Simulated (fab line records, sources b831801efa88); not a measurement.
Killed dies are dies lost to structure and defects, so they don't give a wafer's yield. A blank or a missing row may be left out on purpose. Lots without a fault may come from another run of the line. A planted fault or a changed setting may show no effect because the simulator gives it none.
Chamber matching | flow sky130 | SKY_FIELD_ISO_ETCH_15 on rie_diel-04: 4 sister chambers
The step etches the open film in CHF3/O2, stops on Si, target depth 180 nm, time 72 s. 8 wafers are shown with their chamber, then 7 later ones without.

WAFERS WITH THEIR CHAMBER
wafer  | chamber | drypump_motor_current_A (A) | oes_product_au (a.u.)
L081.2 | 1       | 5.7                         | 0.960
L081.3 | 2       | 6.3                         | 0.961
L081.6 | 3       | 6.4                         | 0.950
L088.2 | 0       | 5.2                         | 0.933
L088.5 | 3       | 6.4                         | 0.921
L088.6 | 0       | 5.2                         | 0.937
L089.1 | 2       | 6.2                         | 0.943
L089.2 | 1       | 5.7                         | 0.943

WAFERS WITHOUT THEIR CHAMBER
wafer  | drypump_motor_current_A (A) | oes_product_au (a.u.)
L089.5 | 6.2                         | 0.945
L093.1 | 6.4                         | 0.937
L093.4 | 5.7                         | 0.949
L093.5 | 5.3                         | 0.947
L095.2 | 6.4                         | 0.951
L095.3 | 5.3                         | 0.967
L095.6 | 5.3                         | 0.960

WHICH CHAMBER EACH WENT THROUGH
wafer  | from the rows above | in truth
L089.5 | 2                   | 2
L093.1 | 3                   | 3
L093.4 | 1                   | 1
L093.5 | 0                   | 0
L095.2 | 3                   | 3
L095.3 | 0                   | 0
L095.6 | 0                   | 0
Placed correctly: 7 of 7. Can't be placed from these rows: 0. Placed wrongly: 0.
How it was worked out, from the rows above alone: a wafer's distance from a chamber is the root of the sum, over the readings, of the square of ((its reading less the chamber's mean) divided by the reading's scatter). The wafer belongs to the nearest chamber; if the next one is less than 2 further off, it can't be placed. A chamber's mean is the mean of its shown wafers. The scatter: the root of (the sum of the squares of (reading less its chamber's mean) over the shown wafers, divided by (wafers less chambers)).
